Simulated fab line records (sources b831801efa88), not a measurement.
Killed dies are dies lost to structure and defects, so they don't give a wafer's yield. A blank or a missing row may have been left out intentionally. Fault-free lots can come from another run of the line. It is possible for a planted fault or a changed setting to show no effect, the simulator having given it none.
Commonality check across tools ; flow sky130 ; 12 lots, 36 wafers sampled

== REASON IT WAS OPENED ==
2 of 12 lots carry a flag on the reading VIA4_HDPCVD_THK at SKY_VIA4_THK_MEAS_01. Wafers without a fault read 1741 nm, standard deviation 20.
Rule: a lot is flagged in two cases, either no wafer of it has a number, or all its wafers with numbers fall more than 4 standard deviations from that mean. As for the other lots, they are considered sound.

lot;measured;on;VIA4_HDPCVD_THK (nm), wafer by wafer;flag
L367;day 42 11:23;film-metro-02;1718 1727 1736;
L368;day 42 16:10;film-metro-02;1757 1747 1740;
L369;day 42 17:37;film-metro-01;1787 1750 1756;
L370;day 42 21:32;film-metro-04;1748 1769 1786;
L371;day 43 09:25;film-metro-04;1734 1756 1744;
L377;day 45 03:08;film-metro-01;554 518 530;FLAGGED
L378;day 45 08:16;film-metro-02;494 510 493;FLAGGED
L380;day 45 20:15;film-metro-02;1756 1748 1746;
L381;day 45 21:29;film-metro-02;1732 1744 1772;
L385;day 46 20:22;film-metro-02;1762 1749 1738;
L390;day 48 06:58;film-metro-02;1730 1774 1751;
L389;day 48 10:44;film-metro-04;1688 1706 1722;
On average the flagged lots' numbers are 516 nm, which is -1224 nm against the usual, or -61 standard deviations.

== LOT BY LOT: THE TOOL USED ==
The record holds 1 process step before the reading, out of a route of 708 steps. Every cell lists first the tool, next ch and the chambers used by the sampled wafers, and last the start.
lot;flag;SKY_VIA4_HDPCVD_00
L367;;hdpcvd-01 ch 1,2, day 42 11:13
L368;;hdpcvd-01 ch 0,1,2, day 42 15:58
L369;;hdpcvd-02 ch 0,1,2, day 42 17:26
L370;;hdpcvd-02 ch 0,1, day 42 21:21
L371;;hdpcvd-02 ch 1,2, day 43 09:14
L377;FLAGGED;hdpcvd-01 ch 0,2, day 45 02:52
L378;FLAGGED;hdpcvd-01 ch 0,2, day 45 08:04
L380;;hdpcvd-02 ch 1,2, day 45 20:04
L381;;hdpcvd-02 ch 0,2, day 45 21:18
L385;;hdpcvd-02 ch 0,1,2, day 46 20:11
L390;;hdpcvd-02 ch 0,1,2, day 48 06:47
L389;;hdpcvd-01 ch 0,1,2, day 48 10:37
What the steps here do:
- SKY_VIA4_HDPCVD_00: deposits SiO2, target thk 1750 nm, time 291.7 s.
- SKY_VIA4_THK_MEAS_01

== FLAGGED OVER TOTAL, TOOL BY TOOL (the gauges that took the reading come last) ==
step;tool;lots run;flagged;share of the flagged lots;sound lots run after its first flagged lot
SKY_VIA4_HDPCVD_00;hdpcvd-01;5;2;all;1 (L389)
SKY_VIA4_HDPCVD_00;hdpcvd-02;7;0;none;-
SKY_VIA4_THK_MEAS_01;film-metro-01;2;1;some;0
SKY_VIA4_THK_MEAS_01;film-metro-02;7;1;some;4 (L380,L381,L385,L390)
SKY_VIA4_THK_MEAS_01;film-metro-04;3;0;none;-

== WHAT THE TABLE ALLOWS ==
All flagged lots share 1 row of the table, namely hdpcvd-01 at SKY_VIA4_HDPCVD_00.
- hdpcvd-01 at SKY_VIA4_HDPCVD_00 ran 5 lots, 2 of them flagged. Lots that were sound ran on it after the first flagged one (L389); a persistent fault on the entire tool would not allow that.
There is no row in the table that ran each flagged lot and no sound lot after the first.

== WHAT WAS PUT IN BY THE SIMULATOR ==
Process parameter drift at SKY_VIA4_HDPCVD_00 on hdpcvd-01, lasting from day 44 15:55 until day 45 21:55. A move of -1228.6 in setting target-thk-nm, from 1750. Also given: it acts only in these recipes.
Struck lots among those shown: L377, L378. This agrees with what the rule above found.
